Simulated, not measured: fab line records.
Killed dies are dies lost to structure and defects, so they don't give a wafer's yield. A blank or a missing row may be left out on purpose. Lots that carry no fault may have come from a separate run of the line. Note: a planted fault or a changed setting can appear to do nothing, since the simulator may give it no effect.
Code-filled problem report in 8D (eight disciplines) form / flow sky130 / the parts of the form that need people (team, actions taken, sign-off) are left out

## 1. PROBLEM STATEMENT
Mean of runLengthS at SKY_METAL4_ETCH_16: 111.8 s across 3 wafers in 2 lots; on wafers with no fault it is 116.3 s (standard deviation 0.37). That puts it -12 standard deviations away from the usual mean.
The step: etches BARC in N2/H2, stops on SiO2, time 88.2 s, target depth 60 nm.
First observed at day 45 12:41: wafer L787.1, on rieMetal-03. The record has a number at this step for 33 wafers belonging to 11 lots. The rule behind "out" and "out of limits": a value lying over 4 standard deviations away from the usual mean. All remaining wafers that have a number are taken as sound.

## 2. WHAT THIS IS AND IS NOT
question=which readings at this step | is=runLengthS, oesProductAu | is not=chamberPressureMTorr, drypumpMotorCurrentA, throttleValvePct
question=which lots | is=L787, L792 | is not=L773, L779, L780, L781, L782, L783, L784, L786, L788
question=which wafers of those lots | is=L787.1, L792.2, L792.5 | is not=L787.3, L787.6, L792.3
question=read on which tools | is=rieMetal-03 | is not=rieMetal-01, rieMetal-02
question=when | is=from day 45 12:41 | is not=up to then (26 sound wafers); but 4 sound wafers of L788, L792 came after

## 3. THE SUSPECTS, EACH WITH WHAT RULES IT OUT
Counting: any tool at a process step up to the reading remains a suspect provided it ran every lot that is out. Sound lots after the first of them don't rule it out here, since some wafers of a struck lot are sound.
- rieMetal-03 at SKY_METAL4_ETCH_16 (etches BARC in N2/H2, stops on SiO2, time 88.2 s, target depth 60 nm): kept. Every lot that is out went through it, the first being L787 (day 45 12:41); the last sound lot it ran before that was L786 (day 45 06:55). On those wafers its own readings are out: oesProductAu, runLengthS.
- At SKY_METAL4_ETCH_16 on rieMetal-03, chamber 0 took the sound wafers of the same lots and chamber 1 took the wafers that are out.
Remaining after the count: rieMetal-03 at SKY_METAL4_ETCH_16.

## 4. THE CAUSE (what the simulator had put in)
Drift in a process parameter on rieMetal-03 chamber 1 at SKY_METAL4_ETCH_16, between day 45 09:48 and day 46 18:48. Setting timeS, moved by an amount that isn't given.
After counting, this tool was the only one left.

## 5. SEQUENCE OF EFFECTS, ordered by route
Rows list readings where the struck wafers' mean (over those with a number) sits beyond 3 standard deviations from the usual. Readings are gone through only where the record gives a usual standard deviation; hours: the median, over the lots, of the time from a lot's start at the first step in this table giving one to that lot's start at this step; sigmas: the change measured in usual standard deviations.
hours=0; step=SKY_METAL4_ETCH_16; reading=oesProductAu; usual=0.627 a.u.; on struck wafers=0.649; change=+0.022; sigmas=+4.9
hours=0; step=SKY_METAL4_ETCH_16; reading=runLengthS; usual=116.3 s; on struck wafers=111.8; change=-4.5; sigmas=-12
Process steps it contains:
- SKY_METAL4_ETCH_16: etches BARC in N2/H2, stops on SiO2, time 88.2 s, target depth 60 nm.

## 6. HOW IT WOULD HAVE BEEN CAUGHT EARLIER
In this record no reading fell out of limits until day 45 12:41, 3 hours after the fault had begun at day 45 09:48.
